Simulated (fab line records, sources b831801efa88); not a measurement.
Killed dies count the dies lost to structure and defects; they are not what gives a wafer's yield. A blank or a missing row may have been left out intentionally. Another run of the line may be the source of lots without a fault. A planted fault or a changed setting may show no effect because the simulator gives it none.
Which tool is to blame?    flow sky130    12 lots with 36 wafers sampled at 4 steps, on a route of 708 steps

## WHAT THE GAUGES SHOWED, per wafer
SKY_PASSIVATION_THK_MEAS_01. Usual: PASSIVATION_CVD_00_THK typically reads 89.5 nm, with standard deviation 1.
lot   measured      on             PASSIVATION_CVD_00_THK (nm)  flag
L927  day 43 13:46  film_metro-04  88.5 88.0 89.5               
L928  day 44 04:58  film_metro-01  90.1 90.5 91.7               
L929  day 44 17:07  film_metro-03  89.0 88.2 89.5               
L930  day 44 20:49  film_metro-01  89.2 90.0 88.8               
L938  day 46 19:28  film_metro-04  88.8 88.1 89.4               
L940  day 47 09:04  film_metro-04  88.1 87.4 87.6               
L942  day 48 00:04  film_metro-03  88.4 89.6 88.8               
L943  day 48 02:22  film_metro-01  89.5 88.6 88.8               
L947  day 48 23:58  film_metro-04  88.3 88.9 90.0               
L948  day 49 03:07  film_metro-03  88.3 88.3 90.1               
L949  day 49 06:20  film_metro-01  88.3 88.8 89.9               
L950  day 49 21:20  film_metro-01  89.6 90.9 90.6               

## EACH LOT AND THE TOOL THAT RAN IT (in order: tool; ch and the chambers of the sampled wafers; start)
lot   SKY_VIA1_CMP_24                SKY_VIA3_STRIP_16                     SKY_METAL4_SPUTTER_01
L927  cmp-02 ch 1,2,3, day 33 15:26  plasma_asher-01 ch 0,1, day 39 08:37  pvd_sputter-01, day 39 09:54
L928  cmp-01 ch 1,3, day 34 08:43    plasma_asher-03 ch 0,1, day 39 23:40  pvd_sputter-01, day 40 00:57
L929  cmp-02 ch 0,1,3, day 34 21:28  plasma_asher-03 ch 0,1, day 40 14:16  pvd_sputter-02, day 40 15:33
L930  cmp-01 ch 0,1,3, day 35 06:12  plasma_asher-01 ch 0,1, day 40 18:44  pvd_sputter-02, day 40 20:08
L938  cmp-01 ch 1,2,3, day 37 14:59  plasma_asher-04 ch 0,1, day 42 23:40  pvd_sputter-02, day 43 00:59
L940  cmp-01 ch 0,1,2, day 38 06:19  plasma_asher-03 ch 0,1, day 43 13:37  pvd_sputter-01, day 43 14:56
L942  cmp-02 ch 1,2, day 39 02:14    plasma_asher-03 ch 0,1, day 44 06:32  pvd_sputter-02, day 44 07:49
L943  cmp-02 ch 0,2,3, day 39 05:05  plasma_asher-01 ch 0,1, day 44 09:58  pvd_sputter-04, day 44 12:00
L947  cmp-01 ch 0,1, day 40 09:10    plasma_asher-01 ch 0,1, day 45 11:53  pvd_sputter-04, day 45 13:10
L948  cmp-02 ch 1,2,3, day 40 13:52  plasma_asher-04 ch 0,1, day 45 14:08  pvd_sputter-02, day 45 15:25
L949  cmp-02 ch 0,2,3, day 40 17:34  plasma_asher-01 ch 0,1, day 45 17:40  pvd_sputter-04, day 45 19:00
L950  cmp-02 ch 0,1,3, day 41 15:05  plasma_asher-01 ch 0,1, day 46 13:07  pvd_sputter-04, day 46 14:24
- SKY_VIA1_CMP_24: polishes, stops on SiO2, t overpolish 15 s, target thk 0 nm.
- SKY_VIA3_STRIP_16: strips in O2/N2.
- SKY_METAL4_SPUTTER_01: material TiN, target thk 20 nm, time 16.7 s.

## AS READ BY THE TOOLS THEMSELVES (means over the sampled wafers that have a number; for cases with no such wafer, the mark the record gives instead)
SKY_VIA1_CMP_24. Usual: motor_current_A 11.2 A, standard deviation 0.86; overpolish_run_s 15.001 s, standard deviation 0.0086; time_to_endpoint_s 66.6 s, standard deviation 2.6.
lot   tool    motor_current_A (A)  overpolish_run_s (s)  time_to_endpoint_s (s)  flag
L927  cmp-02  12.0                 14.994                65.5                    
L928  cmp-01  11.9                 15.003                66.2                    
L929  cmp-02  10.9                 15.002                63.8                    
L930  cmp-01  11.3                 14.992                64.8                    
L938  cmp-01  11.4                 14.995                66.5                    
L940  cmp-01  11.1                 15.001                68.4                    
L942  cmp-02  11.8                 14.998                63.6                    
L943  cmp-02  10.6                 15.009                64.5                    
L947  cmp-01  11.8                 14.996                67.5                    
L948  cmp-02  11.6                 15.003                68.0                    
L949  cmp-02  11.0                 15.002                68.7                    
L950  cmp-02  11.1                 15.000                65.3                    

SKY_VIA3_STRIP_16. Usual: drypump_motor_current_A 5.6 A, standard deviation 0.36; n2_flow_sccm 299.9 sccm, standard deviation 0.76; oes_product_au 0.402 a.u., standard deviation 0.0043; strip_time_to_endpoint_s 4.121 s, standard deviation 0.025.
lot   tool             drypump_motor_current_A (A)  n2_flow_sccm (sccm)  oes_product_au (a.u.)  strip_time_to_endpoint_s (s)  flag
L927  plasma_asher-01  6.0                          299.7                0.400                  4.116                         
L928  plasma_asher-03  5.4                          300.1                0.400                  4.129                         
L929  plasma_asher-03  5.5                          299.4                0.399                  4.137                         
L930  plasma_asher-01  6.0                          299.9                0.403                  4.146                         
L938  plasma_asher-04  5.2                          299.7                0.406                  4.134                         
L940  plasma_asher-03  5.5                          300.9                0.404                  4.122                         
L942  plasma_asher-03  5.5                          299.9                0.403                  4.153                         
L943  plasma_asher-01  6.0                          300.4                0.403                  4.118                         
L947  plasma_asher-01  6.0                          299.9                0.400                  4.097                         
L948  plasma_asher-04  5.3                          300.1                0.403                  4.115                         
L949  plasma_asher-01  6.0                          300.1                0.400                  4.115                         
L950  plasma_asher-01  6.0                          299.5                0.399                  4.076                         

SKY_METAL4_SPUTTER_01. Usual: throttle_valve_pct 29.6 %, standard deviation 1.2.
lot   tool            throttle_valve_pct (%)  flag
L927  pvd_sputter-01  29.9                    
L928  pvd_sputter-01  29.7                    
L929  pvd_sputter-02  28.8                    
L930  pvd_sputter-02  29.2                    
L938  pvd_sputter-02  29.7                    
L940  pvd_sputter-01  29.8                    
L942  pvd_sputter-02  30.5                    
L943  pvd_sputter-04  29.8                    
L947  pvd_sputter-04  29.7                    
L948  pvd_sputter-02  31.0                    
L949  pvd_sputter-04  30.3                    
L950  pvd_sputter-04  30.0                    

## THE ANSWER, worked out from the rows above alone
Rule: lot off if the mean of its wafers having a number is beyond 3 standard deviations from the usual mean. Also off: a lot with no number at a reading for which 4 or more lots have one. Any other lot the step has rows for is counted as sound. First the gauges in route order, then the tools' own readings, where a lot's mean is used as printed above. At the first step where some lot is off, the reading lying furthest off is the one used; lots without a number count as furthest.
None of the lots is off at any reading shown; this tells nothing.

## WHAT THE SIMULATOR HAD PUT IN
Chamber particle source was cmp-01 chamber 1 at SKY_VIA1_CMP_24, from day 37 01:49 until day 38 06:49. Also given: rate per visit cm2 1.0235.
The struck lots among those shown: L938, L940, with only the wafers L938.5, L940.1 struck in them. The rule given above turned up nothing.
